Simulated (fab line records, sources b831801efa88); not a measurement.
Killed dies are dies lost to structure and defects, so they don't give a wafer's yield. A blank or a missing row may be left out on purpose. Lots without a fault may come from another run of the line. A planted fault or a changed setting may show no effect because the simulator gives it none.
Which tool did it? | flow sfq_line | 14 lots, 42 wafers sampled, at 4 steps of a route of 325

WHAT THE GAUGES READ, wafer by wafer
SFQ_M6_RS_MEAS_938: measures by four-point-probe.
lot  | measured     | on            | M6_NB_RS (ohm/sq)
L478 | day 67 21:02 | film_metro-04 | 0.899 0.900 0.897
L479 | day 67 23:25 | film_metro-02 | 0.899 0.904 0.906
L480 | day 68 03:17 | film_metro-03 | 0.902 0.914 0.912
L481 | day 70 06:25 | film_metro-03 | 0.897 0.890 0.901
L482 | day 74 15:14 | film_metro-04 | 0.899 0.903 0.910
L483 | day 74 16:23 | film_metro-04 | 0.898 0.898 0.898
L484 | day 74 21:11 | film_metro-04 | 0.907 0.903 0.918
L486 | day 75 09:11 | film_metro-02 | 0.890 0.887 0.887
L490 | day 75 17:36 | film_metro-04 | 0.892 0.892 0.905
L491 | day 75 23:35 | film_metro-03 | 0.465 0.911 0.464 0.465 0.911 0.464
L492 | day 76 02:35 | film_metro-02 | 0.899 0.903 0.901
L494 | day 76 09:49 | film_metro-03 | 0.889 0.461 0.898 0.888 0.463 0.898
L496 | day 78 12:54 | film_metro-03 | 0.893 0.893 0.895
L501 | day 78 18:53 | film_metro-04 | 0.885 0.893 0.897

WHICH TOOL RAN EACH LOT (tool, then ch and the chambers of the sampled wafers, then the start)
lot  | SFQ_TRILAYER_I2_VIA_STRIP_STRIP_071 | SFQ_TRILAYER_M3_BARC_OPEN_METAL_ETCH_100 | SFQ_TRILAYER_M6_DEP_SPUTTER_157
L478 | rie_metal-02 ch 0,1, day 29 02:59   | rie_metal-01 ch 0,1, day 34 19:42        | pvd_sputter-06, day 67 20:55
L479 | rie_metal-03 ch 0,1, day 29 14:13   | rie_metal-01 ch 0,1, day 35 10:06        | pvd_sputter-03, day 67 23:19
L480 | rie_metal-01 ch 0,1, day 34 23:33   | rie_metal-01 ch 0,1, day 40 17:40        | pvd_sputter-06, day 68 03:10
L481 | rie_metal-03 ch 0,1, day 35 06:46   | rie_metal-03 ch 0,1, day 40 23:40        | pvd_sputter-03, day 70 06:18
L482 | rie_metal-02 ch 0,1, day 35 19:08   | rie_metal-01 ch 0,1, day 41 11:41        | pvd_sputter-05, day 74 15:05
L483 | rie_metal-01 ch 0,1, day 36 04:03   | rie_metal-04 ch 0,1, day 41 20:10        | pvd_sputter-06, day 74 16:17
L484 | rie_metal-01 ch 0,1, day 37 08:25   | rie_metal-03 ch 0,1, day 41 21:22        | pvd_sputter-05, day 74 21:05
L486 | rie_metal-02 ch 0,1, day 43 14:48   | rie_metal-03 ch 0,1, day 43 18:25        | pvd_sputter-03, day 75 09:05
L490 | rie_metal-01 ch 0,1, day 44 11:10   | rie_metal-04 ch 0,1, day 49 17:38        | pvd_sputter-06, day 75 17:29
L491 | rie_metal-02 ch 0,1, day 44 15:49   | rie_metal-01 ch 0,1, day 50 00:50        | pvd_sputter-05, day 75 23:29
L492 | rie_metal-02 ch 0,1, day 44 19:25   | rie_metal-04 ch 0,1, day 50 05:38        | pvd_sputter-03, day 76 02:29
L494 | rie_metal-02 ch 0,1, day 45 03:53   | rie_metal-01 ch 0,1, day 50 10:28        | pvd_sputter-05, day 76 09:41
L496 | rie_metal-03 ch 0,1, day 45 10:53   | rie_metal-01 ch 0,1, day 50 16:02        | pvd_sputter-06, day 78 12:47
L501 | rie_metal-02 ch 0, day 45 20:29     | rie_metal-01 ch 0,1, day 50 23:14        | pvd_sputter-03, day 78 18:47
- SFQ_TRILAYER_I2_VIA_STRIP_STRIP_071: strips in O2.
- SFQ_TRILAYER_M3_BARC_OPEN_METAL_ETCH_100: etches BARC in O2, target depth 125 nm, time 41.7 s.
- SFQ_TRILAYER_M6_DEP_SPUTTER_157: material Nb, target thk 200 nm, time 133.3 s.

WHAT THE TOOLS THEMSELVES READ (means of the sampled wafers that have a number; where no wafer has one, the mark that the record gives instead)
SFQ_TRILAYER_I2_VIA_STRIP_STRIP_071.
lot  | tool         | drypump_motor_current_A (A) | oes_product_au (a.u.)
L478 | rie_metal-02 | 6.7                         | 1.003
L479 | rie_metal-03 | 6.0                         | 1.003
L480 | rie_metal-01 | 5.8                         | 0.990
L481 | rie_metal-03 | 6.0                         | 0.990
L482 | rie_metal-02 | 6.5                         | 1.000
L483 | rie_metal-01 | 5.8                         | 0.994
L484 | rie_metal-01 | 5.8                         | 1.001
L486 | rie_metal-02 | 6.7                         | 0.995
L490 | rie_metal-01 | 5.8                         | 0.991
L491 | rie_metal-02 | 6.5                         | 1.001
L492 | rie_metal-02 | 6.5                         | 0.989
L494 | rie_metal-02 | 6.7                         | 1.006
L496 | rie_metal-03 | 6.0                         | 0.992
L501 | rie_metal-02 | 6.4                         | 1.001

SFQ_TRILAYER_M3_BARC_OPEN_METAL_ETCH_100.
lot  | tool         | drypump_motor_current_A (A) | oes_product_au (a.u.)
L478 | rie_metal-01 | 5.86                        | 0.685
L479 | rie_metal-01 | 5.87                        | 0.684
L480 | rie_metal-01 | 5.86                        | 0.688
L481 | rie_metal-03 | 5.72                        | 0.679
L482 | rie_metal-01 | 5.86                        | 0.684
L483 | rie_metal-04 | 6.02                        | 0.682
L484 | rie_metal-03 | 6.00                        | 0.683
L486 | rie_metal-03 | 5.73                        | 0.682
L490 | rie_metal-04 | 5.87                        | 0.693
L491 | rie_metal-01 | 5.82                        | 0.684
L492 | rie_metal-04 | 6.04                        | 0.688
L494 | rie_metal-01 | 5.80                        | 0.682
L496 | rie_metal-01 | 5.80                        | 0.685
L501 | rie_metal-01 | 5.79                        | 0.689

SFQ_TRILAYER_M6_DEP_SPUTTER_157.
lot  | tool           | cathode_dc_power_W (W) | throttle_valve_pct (%)
L478 | pvd_sputter-06 | 2000.0                 | 29.8
L479 | pvd_sputter-03 | 1999.9                 | 29.7
L480 | pvd_sputter-06 | 1999.7                 | 29.6
L481 | pvd_sputter-03 | 1999.9                 | 28.7
L482 | pvd_sputter-05 | 1999.9                 | 30.0
L483 | pvd_sputter-06 | 2000.4                 | 29.2
L484 | pvd_sputter-05 | 1999.9                 | 30.0
L486 | pvd_sputter-03 | 1999.9                 | 29.3
L490 | pvd_sputter-06 | 2000.0                 | 29.6
L491 | pvd_sputter-05 | 2000.1                 | 30.0
L492 | pvd_sputter-03 | 2000.0                 | 29.1
L494 | pvd_sputter-05 | 1999.6                 | 30.2
L496 | pvd_sputter-06 | 2000.0                 | 29.6
L501 | pvd_sputter-03 | 1999.9                 | 29.8

THE ANSWER, worked out from the rows above alone
Rule: what is usual is taken from the lots themselves. Put in order of their means at a reading, lots are off if they are a third of the lots or fewer, leave a main group of 4 or more, and stand apart from it by a gap of 3 or more times the standard deviation of the main group's means; of several such gaps the widest counts. A main group whose means are all the same, to the digits that the tables above print for the reading, isn't used. A lot without any number at a reading at which 4 lots or more have one is off too. The other lots that the step has rows for count as sound. The gauges are gone through in route order, then the tools' own readings, and for those a lot's mean is taken as printed above. The first step at which some lot is off is used, and at that step the reading that is off furthest; a lot without a number counts as furthest.
Off: L491, L494, at SFQ_M6_RS_MEAS_938 (M6_NB_RS). The main group: mean 0.899 ohm/sq, standard deviation 0.0063.
A tool fits if, at a process step before that reading, it ran every lot that is off, and no sound lot after the first of them. The gauges at SFQ_M6_RS_MEAS_938 are tried like those tools. One fits: pvd_sputter-05 at SFQ_TRILAYER_M6_DEP_SPUTTER_157. Its last sound lot is L484 (day 74 21:05), its first lot that is off L491 (day 75 23:29): a fault that began between those two fits.

WHAT THE SIMULATOR HAD PUT IN
Process parameter drift: pvd_sputter-05, from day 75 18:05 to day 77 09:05, at SFQ_TRILAYER_M6_DEP_SPUTTER_157. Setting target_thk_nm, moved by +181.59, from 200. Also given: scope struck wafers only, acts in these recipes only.
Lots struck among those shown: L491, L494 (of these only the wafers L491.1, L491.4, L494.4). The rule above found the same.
